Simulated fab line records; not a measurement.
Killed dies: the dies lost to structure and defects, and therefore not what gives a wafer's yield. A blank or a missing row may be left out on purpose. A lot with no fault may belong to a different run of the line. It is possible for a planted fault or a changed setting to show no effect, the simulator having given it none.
fab line records	flow gf180mcu
record lots=14	wafers=42	last_day=34
route steps=602 shown DUAL_GATE@152 POLY_GATE@162 NSD@242
lots with no fault: from the same line, run without faults
start_h: hours from the record's opening day to when the first of the lot's shown wafers began	wait_h: hours elapsed since this lot's preceding step	" identical to the entry in the row above	L1.1+2: a single row standing in for several wafers	- no value, or no start given	* or withheld: withheld	< > ~ a bound
route shown NAME@n: NAME is a module with steps in the file, n the number in the route of the first one	usual: mean/standard deviation taken from wafers without a fault	same: alike in all rows	chamber/n: place in a boat	sites: each site's reading	_std_site: the values' standard deviation	_edge_site: the outer-site mean with the inner-site mean subtracted	radius_mm: how far each site lies from the wafer's centre	mask NAME#n: copy n	behind: the most recent tool/chamber to have shaped the wafer	hold: the reason the lot was held/the length of the hold in hours/how it ended	device: the n, p or np transistor that did not switch	end of line: tests run on the same wafers once the route is complete	step lacking rows: just its recipe	killed: dies that structure and defects cost at the first sort, which is not the same as the wafer's yield	map: the dies of a wafer, with x for killed, . for not killed, _ for no die there
set.NAME: the setting as run; set.NAME@STEP: as run at that earlier step	model.NAME: the simulator's own value behind a step, which no gauge read
a sample of lots followed through the steps of the route, with each step as a table and each wafer as a row
services: from which hour (start_h, from the record's first day; less than 0 if before it) a tool's chamber was out of use, for how many hours, and why
## steps
# step GF_DUAL_GATE_OVL_MEAS_11
# usual DUAL_GATE_OVL=0.6/1.5
lot.wafer	tool	chamber	start_h	wait_h	DUAL_GATE_OVL[nm]
L857.2	overlay-01	-	171.61	0.1	-0.5
L857.3	"	-	"	"	0.6
L857.5	"	-	"	"	1.1
L858.3	overlay-01	-	180.22	0.1	0.7
L858.4	"	-	"	"	2.4
L858.5	"	-	"	"	2.2
L859.3	overlay-02	-	184.02	0.1	-0.5
L859.4	"	-	"	"	1.7
L859.6	"	-	"	"	1.1
L860.2	overlay-02	-	195.86	0.1	-1.1
L860.4	"	-	"	"	-0.5
L860.5	"	-	"	"	-0.7
L865.1	overlay-01	-	236.66	0.1	1.5
L865.2	"	-	"	"	3.8
L865.4	"	-	"	"	1.3
L866.2	overlay-02	-	241.26	0.1	1.2
L866.3	"	-	"	"	1.3
L866.4	"	-	"	"	1.2
L867.2	overlay-01	-	247.61	0.1	-0.8
L867.5	"	-	"	"	-0.4
L867.6	"	-	"	"	1.1
L868.1	overlay-02	-	250.55	0.1	-0.4
L868.2	"	-	"	"	-1.1
L868.6	"	-	"	"	0.1
L869.1	overlay-02	-	262.06	0.1	-0.5
L869.3	"	-	"	"	0.5
L869.4	"	-	"	"	2.0
L871.1	overlay-02	-	270.89	0.1	-0.7
L871.3	"	-	"	"	0.0
L871.4	"	-	"	"	-0.4
L872.1	overlay-01	-	283.25	0.1	2.9
L872.3	"	-	"	"	2.5
L872.4	"	-	"	"	2.9
L873.1	overlay-01	-	288.95	0.1	1.8
L873.3	"	-	"	"	1.3
L873.5	"	-	"	"	0.5
L875.1	overlay-02	-	303.44	0.1	2.7
L875.3	"	-	"	"	2.3
L875.4	"	-	"	"	0.1
L879.2	overlay-02	-	323.49	0.1	-0.7
L879.3	"	-	"	"	0.1
L879.4	"	-	"	"	0.8
# step GF_POLY_GATE_COAT_05
# recipe resist=KrF	spin_rpm=withheld	resist_thk_nm=700
lot.wafer	tool	chamber	start_h	wait_h
L857.2+3+5	litho_track-04	0	183	-
L858.3+4+5	litho_track-02	0	192	-
L859.3+4+6	litho_track-04	0	195	-
L860.2+4+5	litho_track-02	0	208	-
L865.1+2+4	litho_track-04	0	252	-
L866.2+3+4	litho_track-04	0	258	-
L868.1+2+6	litho_track-04	0	266	-
L867.2+5+6	litho_track-02	0	266	-
L869.1+3+4	litho_track-04	0	279	-
L871.1+3+4	litho_track-04	0	288	-
L872.1+3+4	litho_track-02	0	301	-
L873.1+3+5	litho_track-04	0	302	-
L875.1+3+4	litho_track-04	0	317	-
L879.2+3+4	litho_track-02	0	337	-
# step GF_POLY_GATE_STRIP_14
# recipe chemistry=O2/N2	power_w=1400	pressure_mtorr=1500	platen_temp_c=250	o2_flow_sccm=3000	n2_flow_sccm=300	overash_fraction=0.5
# usual drypump_motor_current_A=5.60/0.15	heater_power_w=377/35	oes_product_au=0.504/0.0046
# same overash_fraction=0.5
lot.wafer	tool	chamber	start_h	wait_h	drypump_motor_current_A	heater_power_w	oes_product_au	rf_hours_counter_h
L857.2	plasma_asher-03	0	191.97	0.0	5.75	368	0.508	54
L857.3	"	1	"	"	5.56	379	0.502	-
L857.5	"	1	"	"	5.57	373	0.510	-
L858.3	plasma_asher-04	0	201.60	0.1	5.47	361	0.506	-
L858.4	"	1	"	"	5.49	432	0.506	-
L858.5	"	0	"	"	5.47	357	0.509	-
L859.3	plasma_asher-03	0	204.20	0.1	5.75	363	0.509	-
L859.4	"	1	"	"	5.57	377	0.503	-
L859.6	"	0	"	"	5.75	355	0.502	-
L860.2	plasma_asher-02	1	218.15	0.0	5.55	330	0.508	9
L860.4	"	0	"	"	5.98	323	0.498	-
L860.5	"	0	"	"	5.96	325	0.497	-
L865.1	plasma_asher-03	1	261.82	0.0	5.58	375	0.501	61
L865.2	"	0	"	"	5.74	361	0.508	61
L865.4	"	0	"	"	5.74	368	0.509	-
L866.2	plasma_asher-03	1	268.10	0.0	5.58	382	0.499	62
L866.3	"	0	"	"	5.77	371	0.498	-
L866.4	"	1	"	"	5.56	375	0.507	-
L867.2	plasma_asher-04	1	276.05	0.0	5.51	429	0.511	55
L867.5	"	0	"	"	5.50	358	0.506	-
L867.6	"	1	"	"	5.50	438	0.499	-
L868.1	plasma_asher-04	0	276.22	0.0	5.48	357	0.502	55
L868.2	"	1	"	"	5.50	441	0.503	55
L868.6	"	0	"	"	5.50	363	0.493	-
L869.1	plasma_asher-04	1	289.52	0.0	5.49	431	0.499	57
L869.3	"	0	"	"	5.49	370	0.505	-
L869.4	"	1	"	"	5.48	436	0.507	-
L871.1	plasma_asher-02	0	298.35	0.0	5.98	331	0.482	15
L871.3	"	0	"	"	5.97	328	0.485	-
L871.4	"	1	"	"	5.55	336	0.478	-
L872.1	plasma_asher-03	0	312.50	0.0	5.77	371	0.506	68
L872.3	"	1	"	"	5.58	371	0.510	-
L872.4	"	0	"	"	5.73	362	0.504	-
L873.1	plasma_asher-04	1	312.85	0.0	5.50	422	0.482	60
L873.3	"	0	"	"	5.51	354	0.487	-
L873.5	"	1	"	"	5.49	438	0.489	-
L875.1	plasma_asher-04	0	326.82	0.0	5.49	358	0.493	62
L875.3	"	0	"	"	5.51	355	0.483	-
L875.4	"	1	"	"	5.52	436	0.490	-
L879.2	plasma_asher-04	0	347.85	0.0	5.49	372	0.507	65
L879.3	"	1	"	"	5.49	432	0.510	-
L879.4	"	0	"	"	5.49	362	0.497	-
# step GF_NSD_CD_MEAS_07
# recipe target_cd_nm=400
# usual cd_nm=400.6/2.5
lot.wafer	tool	chamber	start_h	wait_h	cd_nm
L857.2	cd_sem-02	-	285.51	0.1	403.9
L857.3	"	-	"	"	402.2
L857.5	"	-	"	"	404.6
L858.3	cd_sem-01	-	297.60	0.1	404.5
L858.4	"	-	"	"	403.5
L858.5	"	-	"	"	403.1
L859.3	cd_sem-02	-	300.65	0.1	403.2
L859.4	"	-	"	"	405.1
L859.6	"	-	"	"	403.3
L860.2	cd_sem-02	-	317.31	0.1	397.7
L860.4	"	-	"	"	401.3
L860.5	"	-	"	"	402.1
L865.1	cd_sem-02	-	372.99	0.1	401.3
L865.2	"	-	"	"	400.3
L865.4	"	-	"	"	399.5
L866.2	cd_sem-01	-	383.27	0.1	399.1
L866.3	"	-	"	"	400.4
L866.4	"	-	"	"	400.7
L867.2	cd_sem-02	-	391.86	0.1	403.3
L867.5	"	-	"	"	403.3
L867.6	"	-	"	"	402.6
L868.1	cd_sem-02	-	392.14	0.1	397.1
L868.2	"	-	"	"	398.5
L868.6	"	-	"	"	397.2
L869.1	cd_sem-02	-	405.19	0.1	397.2
L869.3	"	-	"	"	393.8
L869.4	"	-	"	"	396.0
L871.1	cd_sem-02	-	413.69	0.1	399.0
L871.3	"	-	"	"	401.6
L871.4	"	-	"	"	399.5
L872.1	cd_sem-01	-	428.79	0.1	402.2
L872.3	"	-	"	"	402.6
L872.4	"	-	"	"	402.1
L873.1	cd_sem-01	-	429.65	0.1	402.6
L873.3	"	-	"	"	402.9
L873.5	"	-	"	"	402.5
L875.1	cd_sem-02	-	446.30	0.1	395.3
L875.3	"	-	"	"	398.7
L875.4	"	-	"	"	397.8
L879.2	cd_sem-01	-	469.27	0.1	400.6
L879.3	"	-	"	"	399.9
L879.4	"	-	"	"	401.2
# step GF_NSD_TW_MEAS_12
# usual NSD_TW=4238/21
lot.wafer	tool	chamber	start_h	wait_h	NSD_TW
L857.2	film_metro-04	-	286.06	0.1	4232
L857.3	"	-	"	"	4238
L857.5	"	-	"	"	4239
L858.3	film_metro-04	-	298.13	0.1	4234
L858.4	"	-	"	"	4240
L858.5	"	-	"	"	4257
L859.3	film_metro-04	-	301.18	0.1	4217
L859.4	"	-	"	"	4243
L859.6	"	-	"	"	4248
L860.2	film_metro-02	-	317.85	0.1	4232
L860.4	"	-	"	"	4222
L860.5	"	-	"	"	4233
L865.1	film_metro-03	-	373.54	0.1	4241
L865.2	"	-	"	"	4239
L865.4	"	-	"	"	4234
L866.2	film_metro-03	-	383.82	0.1	4227
L866.3	"	-	"	"	4222
L866.4	"	-	"	"	4234
L867.2	film_metro-04	-	392.40	0.1	4294
L867.5	"	-	"	"	4282
L867.6	"	-	"	"	4268
L868.1	film_metro-03	-	392.69	0.1	4239
L868.2	"	-	"	"	4227
L868.6	"	-	"	"	4242
L869.1	film_metro-04	-	405.74	0.1	4295
L869.3	"	-	"	"	4274
L869.4	"	-	"	"	4264
L871.1	film_metro-03	-	414.24	0.1	4235
L871.3	"	-	"	"	4213
L871.4	"	-	"	"	4234
L872.1	film_metro-04	-	429.34	0.1	4261
L872.3	"	-	"	"	4214
L872.4	"	-	"	"	4224
L873.1	film_metro-03	-	430.21	0.1	4231
L873.3	"	-	"	"	4262
L873.5	"	-	"	"	4233
L875.1	film_metro-04	-	446.86	0.1	4224
L875.3	"	-	"	"	4228
L875.4	"	-	"	"	4213
L879.2	film_metro-03	-	469.82	0.1	4257
L879.3	"	-	"	"	4269
L879.4	"	-	"	"	4240
## services
tool	chamber	start_h	hours	kind
plasma_asher-02	-	162.65	3.8	repair
plasma_asher-03	-	181.22	0.5	repair
plasma_asher-02	-	265.83	27.3	repair
plasma_asher-03	-	347.38	0.3	repair
## key
first_sign step=GF_POLY_GATE_STRIP_14	reading=oes_product_au	direction=down	sigmas=4.1	usual=0.504	struck=0.485	through=control_loop
effect none on later readings
met_at GF_POLY_GATE_COAT_05
struck_lots L871,L873,L875
tester_left_out L871,L873,L875
loop_trim step=GF_POLY_GATE_EXPOSE_07	setting=dose	lots=L875
not_acting_at GF_DUAL_GATE_OVL_MEAS_11,GF_NSD_CD_MEAS_07,GF_NSD_TW_MEAS_12
onset_between 279 288
fault kind=process_parameter_drift	tool=litho_track-04	chamber=-	onset_h=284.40	steps=GF_POLY_GATE_COAT_05	channel=resist_thk_nm	offset=*	shape=step	end_h=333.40	acts_in=*	stated=*
# tester_left_out: of these lots the tester's yield and bins aren't shown, on N5 and GAA mostly nor the transistor test; their killed dies are dies lost to structure and defects alone, not to doping, threshold or leakage, so they don't give the yield
# loop_trim: a control loop set the setting to another value than it would have without faults
